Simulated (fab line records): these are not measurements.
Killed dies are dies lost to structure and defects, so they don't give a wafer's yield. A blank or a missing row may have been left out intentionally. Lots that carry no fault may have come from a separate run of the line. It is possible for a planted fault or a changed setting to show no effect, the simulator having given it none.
Which of the tools did it?	flow gf180mcu	13 lots, 39 wafers sampled, at 5 steps of a route of 602

WHAT EACH GAUGE READ, for each wafer
GF_VT_IMPLANT_TW_MEAS_21. Usual: VT_IMPLANT_2_TW gives 1207 (standard deviation 12).
lot	measured	on	VT_IMPLANT_2_TW	flag
L957	day 6 05:25	film metro-03	1190 1180 1183	
L958	day 6 08:48	film metro-03	1187 1188 1186	
L959	day 6 17:48	film metro-01	1211 1210 1213	
L961	day 7 04:20	film metro-02	1211 1215 1215	
L962	day 7 10:38	film metro-01	1209 1213 1210	
L963	day 7 18:31	film metro-01	1213 1213 1211	
L964	day 7 23:13	film metro-02	1204 1216 1215	
L971	day 9 19:26	film metro-02	1204 1208 1212	
L974	day 10 20:12	film metro-01	1205 1212 1222	
L976	day 11 07:32	film metro-01	1214 1223 1207	
L978	day 11 21:23	film metro-01	1216 1210 1225	
L979	day 12 02:52	film metro-01	1215 1213 1216	
L980	day 12 06:01	film metro-02	1199 1199 1209	

GF_POLY_GATE_OVL_MEAS_11. Usual: POLY_GATE_OVL gives -3 nm (standard deviation 6.6).
lot	measured	on	POLY_GATE_OVL (nm)	flag
L957	day 9 01:20	overlay-01	1 -3 -2	
L958	day 9 04:42	overlay-02	6 -3 11	
L959	day 9 15:22	overlay-02	-7 5 -4	
L961	day 10 04:22	overlay-01	7 9 3	
L962	day 10 11:07	overlay-02	6 -3 0	
L963	day 10 20:58	overlay-01	1 3 -6	
L964	day 11 04:19	overlay-02	13 8 2	
L971	day 13 03:55	overlay-01	-2 3 -4	
L974	day 14 09:07	overlay-02	-12 -14 -13	
L976	day 15 03:27	overlay-02	0 -2 -1	
L978	day 15 16:53	overlay-01	-5 -2 -12	
L979	day 15 21:11	overlay-02	-7 -12 -8	
L980	day 16 07:37	overlay-02	-5 0 1	

GF_HV_LDD_THK_MEAS_55. Usual: HV_LDD_CVD_54_THK gives 9.96 nm (standard deviation 0.13).
lot	measured	on	HV_LDD_CVD_54_THK (nm)	flag
L957	day 12 06:50	film metro-03	9.86 9.88 9.93	
L958	day 12 09:19	film metro-04	10.21 10.19 10.15	
L959	day 12 21:22	film metro-03	10.10 10.02 10.12	
L961	day 13 15:16	film metro-04	9.73 9.83 9.81	
L962	day 13 21:24	film metro-04	9.95 9.86 9.79	
L963	day 14 09:24	film metro-01	9.93 9.91 9.83	
L964	day 14 15:47	film metro-01	9.99 10.10 9.88	
L971	day 16 21:26	film metro-04	7.67 7.76 7.73	OFF
L974	day 18 08:59	film metro-04	10.09 10.18 10.05	
L976	day 19 03:50	film metro-01	9.88 9.97 9.94	
L978	day 19 17:17	film metro-04	10.16 10.18 10.33	
L979	day 19 22:06	film metro-01	10.04 10.16 10.11	
L980	day 20 09:59	film metro-03	9.86 9.85 9.82	

WHICH TOOL RAN EACH LOT (tool, then ch and the chambers of the sampled wafers, then the start)
lot	GF_HV_LDD_STRIP_22	GF_HV_LDD_CVD_54
L957	plasma asher-04 ch 0,1, day 10 14:31	lpcvd-02 ch 1, day 12 05:47
L958	plasma asher-04 ch 1, day 10 17:39	lpcvd-01 ch 1, day 12 08:17
L959	plasma asher-02 ch 0,1, day 11 04:51	lpcvd-01 ch 1, day 12 20:21
L961	plasma asher-01 ch 0,1, day 11 20:36	lpcvd-02 ch 0, day 13 14:15
L962	plasma asher-04 ch 0,1, day 12 02:51	lpcvd-02 ch 1, day 13 20:23
L963	plasma asher-01 ch 0,1, day 12 14:08	lpcvd-01 ch 0, day 14 08:23
L964	plasma asher-04 ch 0,1, day 12 21:09	lpcvd-01 ch 0, day 14 14:46
L971	plasma asher-02 ch 0, day 14 23:29	lpcvd-02 ch 0, day 16 20:24
L974	plasma asher-04 ch 0,1, day 16 09:08	lpcvd-01 ch 0, day 18 07:56
L976	plasma asher-04 ch 0,1, day 17 02:50	lpcvd-01 ch 1, day 19 02:48
L978	plasma asher-04 ch 0,1, day 17 15:19	lpcvd-01 ch 0, day 19 16:15
L979	plasma asher-02 ch 1, day 17 20:09	lpcvd-02 ch 1, day 19 21:04
L980	plasma asher-02 ch 0,1, day 18 07:14	lpcvd-01 ch 1, day 20 08:56
- GF_HV_LDD_STRIP_22: strips in O2/N2.
- GF_HV_LDD_CVD_54: deposits SiO2 from TEOS, target thk 10 nm, time 75 s.

AS READ BY THE TOOLS THEMSELVES (means over the sampled wafers that have a number; for cases with no such wafer, the mark the record gives instead)
GF_HV_LDD_STRIP_22. Usual: drypump motor current A 5.4 A, standard deviation 0.43; heater power w 321 W, standard deviation 32; oes product au 0.716 a.u., standard deviation 0.0043; platen temp c 249.99 C, standard deviation 0.18; strip time to endpoint s 12.63 s, standard deviation 0.04.
lot	tool	drypump motor current A (A)	heater power w (W)	oes product au (a.u.)	platen temp c (C)	strip time to endpoint s (s)	flag
L957	plasma asher-04	5.4	304	0.716	250.06	12.64	
L958	plasma asher-04	5.1	320	0.713	250.13	12.62	
L959	plasma asher-02	5.2	322	0.712	250.02	12.58	
L961	plasma asher-01	5.8	371	0.717	249.68	12.60	
L962	plasma asher-04	5.6	292	0.717	250.13	12.60	
L963	plasma asher-01	6.1	361	0.718	250.02	12.65	
L964	plasma asher-04	5.6	290	0.716	250.01	12.64	
L971	plasma asher-02	5.3	318	0.719	249.94	12.64	
L974	plasma asher-04	5.6	290	0.715	249.91	12.66	
L976	plasma asher-04	5.3	309	0.715	249.94	12.60	
L978	plasma asher-04	5.4	308	0.716	249.98	12.69	
L979	plasma asher-02	5.0	331	0.711	250.03	12.63	
L980	plasma asher-02	5.1	327	0.715	250.15	12.65	

GF_HV_LDD_CVD_54. Usual: pressure mtorr 400.2 mTorr, standard deviation 0.8; spike tc centre C 680.3 C, standard deviation 1.1; spike tc top C 696.7 C, standard deviation 2.
lot	tool	pressure mtorr (mTorr)	spike tc centre C (C)	spike tc top C (C)	flag
L957	lpcvd-02	400.1	680.9	698.9	
L958	lpcvd-01	400.5	680.2	696.4	
L959	lpcvd-01	399.9	680.5	696.9	
L961	lpcvd-02	400.5	679.7	697.7	
L962	lpcvd-02	399.6	680.3	699.5	
L963	lpcvd-01	400.0	680.0	694.1	
L964	lpcvd-01	401.1	679.9	695.3	
L971	lpcvd-02	399.8	679.2	697.1	
L974	lpcvd-01	400.3	679.7	694.8	
L976	lpcvd-01	400.3	681.7	696.6	
L978	lpcvd-01	400.1	680.2	694.7	
L979	lpcvd-02	401.8	681.0	699.5	
L980	lpcvd-01	400.0	680.4	695.6	

THE ANSWER, worked out from the rows above alone
Rule: a lot is off if the mean of its wafers that have a number lies more than 3 standard deviations from the usual mean. Also off: a lot with no number at a reading for which 4 or more lots have one. Any other lot the step has rows for is counted as sound. After the gauges, taken in route order, come the tools' own readings; for these a lot's mean is taken, as printed above. At the first step where some lot is off, the reading lying furthest off is the one used; lots without a number count as furthest.
Off: L971, at GF_HV_LDD_THK_MEAS_55 (HV_LDD_CVD_54_THK).
A tool fits if, at a process step before that reading, it ran every lot that is off, and no sound lot after the first of them. Gauges at GF_HV_LDD_THK_MEAS_55: tried the same way as those tools. No candidate that was tried fits.

WHAT THE SIMULATOR HAD INSERTED
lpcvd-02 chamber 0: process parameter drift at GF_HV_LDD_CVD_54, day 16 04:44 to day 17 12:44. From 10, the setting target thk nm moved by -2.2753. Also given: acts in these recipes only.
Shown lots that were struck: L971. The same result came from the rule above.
